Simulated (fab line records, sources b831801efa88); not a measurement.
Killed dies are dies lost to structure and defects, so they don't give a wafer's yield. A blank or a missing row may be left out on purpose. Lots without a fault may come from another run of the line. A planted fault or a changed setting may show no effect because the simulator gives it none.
Which tool did it? | flow sky130 | 11 lots, 33 wafers sampled, at 3 steps of a route of 708

WHAT THE GAUGES READ, wafer by wafer
SKY_SD_N_RS_MEAS_16: measures by four-point-probe.
lot  | measured     | on            | SD_N_RS (ohm/sq)
L900 | day 28 08:16 | film_metro-03 | 68.50 68.66 68.70
L901 | day 28 09:46 | film_metro-01 | 68.60 68.63 68.56
L903 | day 29 03:18 | film_metro-03 | 68.66 68.52 68.60
L904 | day 29 10:34 | film_metro-01 | 68.45 68.64 68.54
L905 | day 29 23:51 | film_metro-01 | 68.64 68.42 68.34
L910 | day 31 18:37 | film_metro-01 | 68.57 68.54 68.41
L911 | day 32 00:59 | film_metro-02 | 67.24 67.29 67.27
L913 | day 32 21:47 | film_metro-01 | 67.04 66.89 66.94
L916 | day 33 17:51 | film_metro-03 | 68.58 68.61 68.55
L922 | day 35 15:06 | film_metro-02 | 68.72 68.84 68.61
L923 | day 35 18:16 | film_metro-02 | 68.72 68.83 68.88

WHICH TOOL RAN EACH LOT (tool, then ch and the chambers of the sampled wafers, then the start)
lot  | SKY_POLY_CUT_ETCH_11               | SKY_SD_N_RTA_14
L900 | rie_diel-04 ch 0,2,3, day 24 14:28 | rtp_anneal-01 ch 0, day 28 08:05
L901 | rie_diel-04 ch 0,1,3, day 24 16:19 | rtp_anneal-02 ch 0, day 28 09:33
L903 | rie_diel-01 ch 1,2,3, day 25 10:16 | rtp_anneal-02 ch 0, day 29 03:04
L904 | rie_diel-04 ch 1,2, day 25 17:04   | rtp_anneal-01 ch 0, day 29 10:23
L905 | rie_diel-03 ch 1,2,3, day 26 07:22 | rtp_anneal-02 ch 0, day 29 23:41
L910 | rie_diel-01 ch 0,1,3, day 28 00:52 | rtp_anneal-01 ch 0, day 31 18:26
L911 | rie_diel-01 ch 1,2,3, day 28 10:01 | rtp_anneal-02 ch 0, day 32 00:47
L913 | rie_diel-03 ch 0,2, day 29 08:07   | rtp_anneal-02 ch 0, day 32 21:37
L916 | rie_diel-01 ch 0,2,3, day 30 04:10 | rtp_anneal-01 ch 0, day 33 17:41
L922 | rie_diel-03 ch 0,1, day 32 04:52   | rtp_anneal-01 ch 0, day 35 14:56
L923 | rie_diel-01 ch 2,3, day 32 09:34   | rtp_anneal-02 ch 0, day 35 18:06
- SKY_POLY_CUT_ETCH_11: etches Si3N4 in CF4/CH2F2/Ar, stops on poly-Si, time 42.5 s, target depth 60 nm.
- SKY_SD_N_RTA_14: time 2 s.

THE ANSWER, worked out from the rows above alone
Rule: what is usual is taken from the lots themselves. Put in order of their means at a reading, lots are off if they are a third of the lots or fewer, leave a main group of 4 or more, and stand apart from it by a gap of 3 or more times the standard deviation of the main group's means; of several such gaps the widest counts. A main group whose means are all the same, to the digits that the tables above print for the reading, isn't used. A lot without any number at a reading at which 4 lots or more have one is off too. The other lots that the step has rows for count as sound.
Off: L911, L913, at SKY_SD_N_RS_MEAS_16 (SD_N_RS). The main group: mean 68.60 ohm/sq, standard deviation 0.1.
A tool fits if, at a process step before that reading, it ran every lot that is off, and no sound lot after the first of them. The gauges at SKY_SD_N_RS_MEAS_16 are tried like those tools. None of those tried fits.

WHAT THE SIMULATOR HAD PUT IN
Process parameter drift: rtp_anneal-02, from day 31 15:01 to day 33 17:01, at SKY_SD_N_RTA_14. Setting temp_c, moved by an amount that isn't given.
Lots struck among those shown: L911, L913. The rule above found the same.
